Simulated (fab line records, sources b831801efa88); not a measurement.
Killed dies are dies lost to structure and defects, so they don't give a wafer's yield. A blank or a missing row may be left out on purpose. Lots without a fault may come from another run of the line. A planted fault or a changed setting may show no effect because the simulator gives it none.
fab line records | flow sky130
record lots=6 wafers=18 last_day=49
route steps=708 shown LDD_HVN@274 LDD_HVP@278 LDD_LDN@289 PAD_OPEN@708
lots that met no fault: from a run of the same line without faults
start_h: hours from the record's first day to the start of the lot's first wafer shown | wait_h: hours since the lot's step before | " the same as in the row above | L1.1+2: a row that stands for several wafers | - no value, or no start given | * or withheld: withheld | < > ~ a bound
route shown NAME@n: a module of which the file shows steps, and the number in the route of the first | usual: mean/standard deviation of fault-free wafers | same: alike in all rows | chamber/n: place in a boat | sites: the reading at each site | _std_site: their standard deviation | _edge_site: outer sites' mean less inner sites' | radius_mm: how far each site lies from the wafer's centre | mask NAME#n: copy n | behind: the tool/chamber that last shaped the wafer | hold: why the lot was held/for how many hours/how that ended | device: the transistor (n, p or np) that didn't switch | end of line: the same wafers' tests at the end of the route | a step without rows: its recipe alone | killed: dies lost to structure and defects at the first sort, not the wafer's yield | map: a wafer's dies, x killed, . not, _ none there
set.NAME: the setting as run; set.NAME@STEP: as run at that earlier step | model.NAME: the simulator's own value behind a step, which no gauge read
lots at some steps of the route; a table a step, a row a wafer
services: from which hour (start_h, from the record's first day; less than 0 if before it) a tool's chamber was out of use, for how many hours, and why
## steps
# step SKY_LDD_HVN_OVL_MEAS_07
# usual LDD_HVN_OVL=-0.8/1.3
# columns lot.wafer tool chamber start_h wait_h LDD_HVN_OVL[nm]
L745.1 overlay-01 - 525.79 0.1 0.1
L745.2 " - " " -0.2
L745.3 " - " " -0.4
L746.2 overlay-02 - 544.08 0.1 -0.4
L746.3 " - " " -1.3
L746.6 " - " " 1.2
L749.1 overlay-01 - 556.64 0.1 1.1
L749.3 " - " " -2.0
L749.6 " - " " -0.8
L748.1 overlay-01 - 556.94 0.1 -1.6
L748.3 " - " " -2.0
L748.6 " - " " -0.2
L750.1 overlay-01 - 569.18 0.1 -1.7
L750.4 " - " " -1.4
L750.6 " - " " -1.1
L758.1 overlay-01 - 640.84 0.1 -0.5
L758.2 " - " " -1.7
L758.3 " - " " -0.2
# step SKY_LDD_HVN_IMPLANT_08
# recipe species=P energy_kev=60 dose_cm2=3e+13 tilt_deg=40
# step SKY_LDD_HVN_STRIP_09
# recipe chemistry=O2/N2 power_w=1400 pressure_mtorr=1500 platen_temp_c=withheld o2_flow_sccm=3000 n2_flow_sccm=300 overash_fraction=0.5
# usual drypump_motor_current_A=5.6/0.62 oes_product_au=0.409/0.004 strip_time_to_endpoint_s=4.142/0.018
# columns lot.wafer tool chamber start_h wait_h drypump_motor_current_A oes_product_au rf_hours_counter_h strip_time_to_endpoint_s
L745.1 plasma_asher-02 0 525.97 0.1 6.4 0.409 84 4.110
L745.2 " 1 " " 4.8 0.410 84 4.126
L745.3 " 0 " " 6.4 0.411 - 4.111
L746.2 plasma_asher-04 0 544.26 0.1 5.5 0.409 41 4.136
L746.3 " 0 " " 5.6 0.407 - 4.140
L746.6 " 0 " " 5.6 0.410 - 4.147
L749.1 plasma_asher-02 1 556.82 0.1 4.9 0.405 87 4.161
L749.3 " 0 " " 6.4 0.402 - 4.150
L749.6 " 1 " " 4.8 0.408 - 4.161
L748.1 plasma_asher-02 1 557.12 0.1 4.9 0.417 87 4.136
L748.3 " 0 " " 6.4 0.413 - 4.127
L748.6 " 1 " " 4.9 0.409 - 4.134
L750.1 plasma_asher-02 0 569.36 0.1 6.4 0.405 88 4.132
L750.4 " 0 " " 6.4 0.409 - 4.119
L750.6 " 1 " " 4.9 0.413 - 4.151
L758.1 plasma_asher-02 0 641.02 0.1 6.4 0.410 96 4.144
L758.2 " 1 " " 4.9 0.407 96 4.154
L758.3 " 1 " " 4.9 0.407 - 4.169
# step SKY_LDD_HVN_TW_MEAS_10
# usual LDD_HVN_TW=1432/7
# columns lot.wafer tool chamber start_h wait_h LDD_HVN_TW
L745.1 film_metro-03 - 526.07 0.1 1430
L745.2 " - " " 1436
L745.3 " - " " 1444
L746.2 film_metro-03 - 544.37 0.1 1435
L746.3 " - " " 1437
L746.6 " - " " 1434
L749.1 film_metro-03 - 556.92 0.1 1432
L749.3 " - " " 1426
L749.6 " - " " 1427
L748.1 film_metro-04 - 557.22 0.1 1439
L748.3 " - " " 1438
L748.6 " - " " 1440
L750.1 film_metro-03 - 569.46 0.1 1429
L750.4 " - " " 1422
L750.6 " - " " 1423
L758.1 film_metro-01 - 641.12 0.1 1441
L758.2 " - " " 1430
L758.3 " - " " 1432
# step SKY_LDD_HVP_DEHYDRATE_00
# recipe temp_c=200 time_s=60
# step SKY_LDD_HVP_HMDS_01
# recipe prime_time_s=60 prime_temp_c=120
# step SKY_LDD_HVP_COAT_02
# recipe resist=NOVOLAK spin_rpm=3000 resist_thk_nm=300
# step SKY_LDD_HVP_SOFTBAKE_03
# recipe temp_c=90 time_s=60 resist=NOVOLAK
# step SKY_LDD_HVP_EXPOSE_04
# recipe mask_id=HVPTM na=0.6 source_shape=conventional sigma_outer=0.6 polarization=unpolarized target_cd_nm=700 dose_mj=86
# step SKY_LDD_HVP_PEB_05
# recipe temp_c=withheld time_s=* resist=NOVOLAK
# step SKY_LDD_HVP_DEVELOP_06
# recipe resist=NOVOLAK developer=TMAH develop_time_s=60 dev_temp_c=23
# step SKY_LDD_HVP_OVL_MEAS_07
# usual LDD_HVP_OVL=0.0/1.7
# columns lot.wafer tool chamber start_h wait_h LDD_HVP_OVL[nm]
L745.1 overlay-01 - 555.70 0.1 2.1
L745.2 " - " " -0.8
L745.3 " - " " 0.4
L746.2 overlay-02 - 574.11 0.1 0.1
L746.3 " - " " 2.1
L746.6 " - " " 3.1
L749.1 overlay-01 - 586.66 0.1 1.0
L749.3 " - " " -1.1
L749.6 " - " " -0.2
L748.1 overlay-02 - 586.70 0.1 1.3
L748.3 " - " " 0.9
L748.6 " - " " -0.3
L750.1 overlay-02 - 598.75 0.1 -1.8
L750.4 " - " " -1.6
L750.6 " - " " -1.1
L758.1 overlay-02 - 669.01 0.1 2.3
L758.2 " - " " 2.0
L758.3 " - " " 1.3
# step SKY_LDD_HVP_IMPLANT_08
# recipe species=B energy_kev=20 dose_cm2=1.7e+13 tilt_deg=17.9
# usual dose_ions_cm2=1.7003e+13/2e+10 end_station_pressure_torr=5.04e-06/2.4e-07 faraday_current_uA=96.1/1.8 tilt_deg=17.899/0.021
# columns lot.wafer tool chamber start_h wait_h dose_ions_cm2 end_station_pressure_torr faraday_current_uA tilt_deg
L745.1 implanter-04 0 555.74 0.0 1.7016e+13 5.12e-06 97.6 17.900
L745.2 " 0 " " 1.703e+13 5.37e-06 93.4 17.932
L745.3 " 0 " " 1.7046e+13 5.55e-06 94.4 17.916
L746.2 implanter-02 0 574.16 0.0 1.7008e+13 5.38e-06 96.1 17.889
L746.3 " 0 " " 1.7024e+13 4.76e-06 98.0 17.897
L746.6 " 0 " " 1.7022e+13 5.5e-06 95.3 17.924
L749.1 implanter-03 0 586.70 0.0 1.7035e+13 4.78e-06 94.7 17.871
L749.3 " 0 " " 1.7002e+13 4.88e-06 96.7 17.870
L749.6 " 0 " " 1.701e+13 4.88e-06 97.2 17.868
L748.1 implanter-04 0 586.74 0.0 2.0407e+13 5.09e-06 117.8 17.916
L748.3 " 0 " " 2.0419e+13 5.04e-06 113.2 17.934
L748.6 " 0 " " 2.0414e+13 5.14e-06 116.9 17.894
L750.1 implanter-04 0 598.79 0.0 2.0382e+13 4.95e-06 113.4 17.882
L750.4 " 0 " " 2.0371e+13 4.86e-06 114.7 17.870
L750.6 " 0 " " 2.0431e+13 5.01e-06 116.5 17.896
L758.1 implanter-04 0 669.05 0.0 1.7009e+13 5.12e-06 96.8 17.914
L758.2 " 0 " " 1.703e+13 4.83e-06 96.3 17.888
L758.3 " 0 " " 1.6991e+13 5.08e-06 98.6 17.930
# step SKY_LDD_HVP_STRIP_09
# recipe chemistry=O2/N2 power_w=1400 pressure_mtorr=1500 platen_temp_c=withheld o2_flow_sccm=3000 n2_flow_sccm=300 overash_fraction=0.5
# usual drypump_motor_current_A=5.6/0.56 oes_product_au=0.409/0.0048 strip_time_to_endpoint_s=4.141/0.015
# columns lot.wafer tool chamber start_h wait_h drypump_motor_current_A oes_product_au rf_hours_counter_h strip_time_to_endpoint_s
L745.1 plasma_asher-01 0 555.89 0.1 5.2 0.412 72 4.139
L745.2 " 1 " " 5.8 0.416 72 4.154
L745.3 " 0 " " 5.2 0.407 - 4.135
L746.2 plasma_asher-01 0 574.29 0.1 5.2 0.410 74 4.149
L746.3 " 1 " " 5.8 0.412 - 4.146
L746.6 " 1 " " 5.8 0.404 - 4.128
L749.1 plasma_asher-01 1 586.85 0.1 5.9 0.411 75 4.132
L749.3 " 1 " " 5.8 0.414 - 4.112
L749.6 " 1 " " 5.8 0.414 - 4.129
L748.1 plasma_asher-02 0 586.89 0.1 6.4 0.402 90 4.141
L748.3 " 0 " " 6.4 0.409 - 4.143
L748.6 " 0 " " 6.4 0.412 - 4.133
L750.1 plasma_asher-04 1 598.94 0.1 5.8 0.401 45 4.163
L750.4 " 0 " " 5.6 0.417 - 4.170
L750.6 " 1 " " 5.8 0.407 - 4.152
L758.1 plasma_asher-02 1 669.20 0.1 4.8 0.411 98 4.136
L758.2 " 0 " " 6.4 0.420 98 4.165
L758.3 " 1 " " 4.9 0.410 - 4.139
# step SKY_LDD_HVP_TW_MEAS_10
# usual LDD_HVP_TW=456.9/2.8
# columns lot.wafer tool chamber start_h wait_h LDD_HVP_TW
L745.1 film_metro-02 - 555.99 0.1 458.4
L745.2 " - " " 457.7
L745.3 " - " " 456.5
L746.2 film_metro-01 - 574.40 0.1 454.6
L746.3 " - " " 453.2
L746.6 " - " " 453.6
L749.1 film_metro-04 - 586.95 0.1 455.1
L749.3 " - " " 456.9
L749.6 " - " " 455.3
L748.1 film_metro-02 - 586.99 0.1 483.5
L748.3 " - " " 484.6
L748.6 " - " " 483.0
L750.1 film_metro-01 - 599.04 0.1 482.8
L750.4 " - " " 481.2
L750.6 " - " " 480.6
L758.1 film_metro-02 - 669.30 0.1 460.6
L758.2 " - " " 462.3
L758.3 " - " " 463.4
# step SKY_LDD_LDN_DEHYDRATE_00
# recipe temp_c=200 time_s=60
# step SKY_PAD_OPEN_PROBE_99
# usual killed_at_M0_to_M3=43/6.8 killed_at_M4_up=3.2/1.8 killed_at_contacts=24/5.2 killed_at_front_end=15/4.2 killed_at_other=0.4/0.62 killed_dies=85/8.7 killed_open=46/6.7 killed_short=39/5.9
# same gross_dies=492 killed_at_back_side=0
# columns lot.wafer tool chamber start_h wait_h killed_at_M0_to_M3 killed_at_M4_up killed_at_contacts killed_at_front_end killed_at_other killed_dies killed_open killed_short model.etest.tip_p_5v.rs_ohm_sq
L745.1 prober-02 - 1115.97 0.1 34 7 22 15 0 78 42 36 2899
L745.2 prober-02 - 1116.02 0.1 47 4 21 16 1 89 49 40 2911
L745.3 prober-02 - 1116.07 0.2 45 2 24 15 0 86 47 39 2900
L746.2 prober-02 - 1125.40 0.1 55 2 27 6 0 90 50 40 2844
L746.3 prober-02 - 1125.45 0.2 38 5 29 7 1 80 38 42 2858
L746.6 prober-02 - 1125.60 0.2 38 4 15 15 0 72 41 31 2834
L749.1 prober-01 - 1136.56 0.1 48 5 26 16 0 95 46 48 2812
L749.3 prober-01 - 1136.66 0.2 35 6 24 17 0 82 45 36 2853
L749.6 prober-01 - 1136.81 0.2 43 2 30 9 0 84 50 33 2816
L748.1 prober-02 - 1139.61 0.1 33 9 30 14 0 86 51 34 2508
L748.3 prober-02 - 1139.71 0.2 39 5 29 18 1 92 53 37 2502
L748.6 prober-02 - 1139.86 0.2 51 2 23 15 0 91 57 34 2514
L750.1 prober-01 - 1139.70 0.1 49 2 27 18 2 98 60 37 2567
L750.4 prober-01 - 1139.85 0.2 49 5 26 20 0 100 57 43 2565
L750.6 prober-01 - 1139.95 0.2 38 4 20 20 0 82 44 38 2543
L758.1 prober-02 - 1183.85 0.1 60 4 20 10 0 94 54 40 2857
L758.2 prober-02 - 1183.90 0.1 51 4 28 16 0 99 56 43 2876
L758.3 prober-02 - 1183.95 0.2 40 6 26 15 0 87 49 37 2878
# killed by level:class
L745.1 LI_CONTACT:geometric_particle:open=7 VIA1:geometric_particle:open=7 CONTACT:geometric_particle:open=6 FIELD_ISO:geometric_particle:open=5 METAL1:geometric_particle:short=5 METAL2:geometric_particle:short=5 METAL2:geometric_particle:open=5 METAL4:geometric_particle:short=5
L745.2 VIA1:geometric_particle:open=12 LI_CONTACT:geometric_particle:open=10 VIA1:geometric_particle:short=8 METAL2:geometric_particle:short=6 VIA3:geometric_particle:short=6 POLY_GATE:geometric_particle:short=5 CONTACT:geometric_particle:open=5 POLY_GATE:geometric_particle:open=4
L745.3 CONTACT:geometric_particle:open=11 METAL1:geometric_particle:short=11 LI_CONTACT:geometric_particle:open=9 VIA3:geometric_particle:open=7 FIELD_ISO:geometric_particle:short=6 VIA1:geometric_particle:open=6 VIA3:geometric_particle:short=5 VIA2:geometric_particle:short=4
L746.2 VIA1:geometric_particle:open=11 VIA2:geometric_particle:open=9 METAL1:geometric_particle:short=8 LOCAL_INTERCONNECT:geometric_particle:short=7 METAL2:geometric_particle:short=6 LI_CONTACT:geometric_particle:open=6 CONTACT:geometric_particle:open=6 VIA2:geometric_particle:short=5
L746.3 LI_CONTACT:geometric_particle:open=8 CONTACT:geometric_particle:open=8 CONTACT:geometric_particle:short=7 METAL1:geometric_particle:short=7 VIA1:geometric_particle:open=7 VIA3:geometric_particle:open=7 VIA1:geometric_particle:short=5 LOCAL_INTERCONNECT:geometric_particle:short=4
L746.6 VIA2:geometric_particle:open=12 VIA1:geometric_particle:open=7 FIELD_ISO:geometric_particle:short=5 CONTACT:geometric_particle:short=5 METAL1:geometric_particle:short=5 VIA3:geometric_particle:open=4 POLY_GATE:geometric_particle:open=4 CONTACT:geometric_particle:open=4
L749.1 LI_CONTACT:geometric_particle:open=9 CONTACT:geometric_particle:open=9 VIA1:geometric_particle:open=8 VIA3:geometric_particle:short=8 METAL2:geometric_particle:short=6 METAL1:geometric_particle:short=5 VIA1:geometric_particle:short=5 FIELD_ISO:geometric_particle:short=4
L749.3 CONTACT:geometric_particle:open=10 VIA2:geometric_particle:open=9 METAL1:geometric_particle:short=6 VIA1:geometric_particle:open=6 VIA3:geometric_particle:open=5 FIELD_ISO:geometric_particle:open=4 POLY_GATE:geometric_particle:open=4 LI_CONTACT:geometric_particle:open=4
L749.6 VIA1:geometric_particle:open=13 LI_CONTACT:geometric_particle:open=9 CONTACT:geometric_particle:open=8 LOCAL_INTERCONNECT:geometric_particle:short=6 CONTACT:geometric_particle:short=6 METAL1:geometric_particle:short=6 VIA3:geometric_particle:open=6 VIA2:geometric_particle:open=5
L748.1 CONTACT:geometric_particle:open=14 VIA1:geometric_particle:open=11 CONTACT:geometric_particle:short=6 VIA1:geometric_particle:short=5 METAL4:geometric_particle:short=5 FIELD_ISO:geometric_particle:open=4 POLY_GATE:geometric_particle:open=4 LI_CONTACT:geometric_particle:open=4
L750.1 CONTACT:geometric_particle:open=12 LI_CONTACT:geometric_particle:open=10 VIA1:geometric_particle:open=9 VIA3:geometric_particle:open=9 METAL2:geometric_particle:short=6 METAL1:geometric_particle:short=5 VIA2:geometric_particle:open=5 FIELD_ISO:geometric_particle:open=4
L748.3 CONTACT:geometric_particle:open=13 VIA1:geometric_particle:open=8 VIA2:geometric_particle:open=8 VIA3:geometric_particle:open=7 LOCAL_INTERCONNECT:geometric_particle:short=5 POLY_GATE:geometric_particle:open=4 POLY_GATE:geometric_particle:short=4 LI_CONTACT:geometric_particle:open=4
L750.4 VIA1:geometric_particle:open=15 CONTACT:geometric_particle:open=10 LI_CONTACT:geometric_particle:open=9 FIELD_ISO:geometric_particle:open=8 METAL2:geometric_particle:short=6 FIELD_ISO:geometric_particle:short=5 VIA1:geometric_particle:short=5 VIA2:geometric_particle:short=5
L748.6 VIA3:geometric_particle:open=10 CONTACT:geometric_particle:open=9 VIA1:geometric_particle:open=9 LI_CONTACT:geometric_particle:open=7 FIELD_ISO:geometric_particle:open=6 METAL1:geometric_particle:short=6 VIA1:geometric_particle:short=6 VIA2:geometric_particle:open=6
L750.6 VIA3:geometric_particle:open=9 POLY_GATE:geometric_particle:open=7 CONTACT:geometric_particle:open=7 FIELD_ISO:geometric_particle:short=6 CONTACT:geometric_particle:short=6 LI_CONTACT:geometric_particle:open=5 VIA1:geometric_particle:short=5 VIA1:geometric_particle:open=5
L758.1 VIA1:geometric_particle:open=14 METAL1:geometric_particle:short=10 CONTACT:geometric_particle:open=9 VIA3:geometric_particle:open=8 LI_CONTACT:geometric_particle:open=5 VIA1:geometric_particle:short=5 METAL2:geometric_particle:short=5 VIA2:geometric_particle:open=4
L758.2 VIA1:geometric_particle:open=13 CONTACT:geometric_particle:open=11 METAL2:geometric_particle:short=8 LI_CONTACT:geometric_particle:open=7 METAL3:geometric_particle:short=7 VIA3:geometric_particle:open=5 CONTACT:geometric_particle:short=5 VIA2:geometric_particle:open=5
L758.3 CONTACT:geometric_particle:open=13 VIA1:geometric_particle:open=7 VIA2:geometric_particle:open=6 METAL4:geometric_particle:short=6 LOCAL_INTERCONNECT:geometric_particle:short=5 METAL2:geometric_particle:short=5 VIA3:geometric_particle:open=5 FIELD_ISO:geometric_particle:short=4
## services
# columns tool chamber start_h hours kind
implanter-02 - 503.53 3.3 repair
plasma_asher-04 - 509.19 14.6 pm
plasma_asher-04 - 555.10 6.4 repair
plasma_asher-04 - 555.39 1.1 repair
implanter-04 - 556.06 1.2 repair
implanter-04 - 579.88 5.6 repair
implanter-03 - 589.34 141.5 pm
plasma_asher-04 - 643.86 1.8 repair
implanter-04 - 646.51 3.5 pm
## key
first_sign step=SKY_LDD_HVP_IMPLANT_08 reading=dose_ions_cm2 direction=up sigmas=99+ usual=* struck=*
effect step=SKY_LDD_HVP_IMPLANT_08 reading=faraday_current_uA direction=up sigmas=11 usual=96.1 struck=115.4
effect step=SKY_LDD_HVP_TW_MEAS_10 reading=LDD_HVP_TW direction=up sigmas=9.3 usual=456.9 struck=482.6
model_effect step=SKY_PAD_OPEN_PROBE_99 value=etest.tip_p_5v.rs_ohm_sq without=2894 struck=2533
met_at SKY_LDD_HVP_IMPLANT_08
struck_wafers L748.1,L748.3,L748.6,L750.1,L750.4,L750.6
tester_left_out L748,L750
onset_between 555.74 586.74
fault kind=process_parameter_drift tool=implanter-04 chamber=- onset_h=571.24 steps=SKY_LDD_HVP_IMPLANT_08 channel=dose_cm2 offset=* shape=step end_h=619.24 acts_in=* stated=*
# tester_left_out: of these lots the tester's yield and bins aren't shown, on N5 and GAA mostly nor the transistor test; their killed dies are dies lost to structure and defects alone, not to doping, threshold or leakage, so they don't give the yield
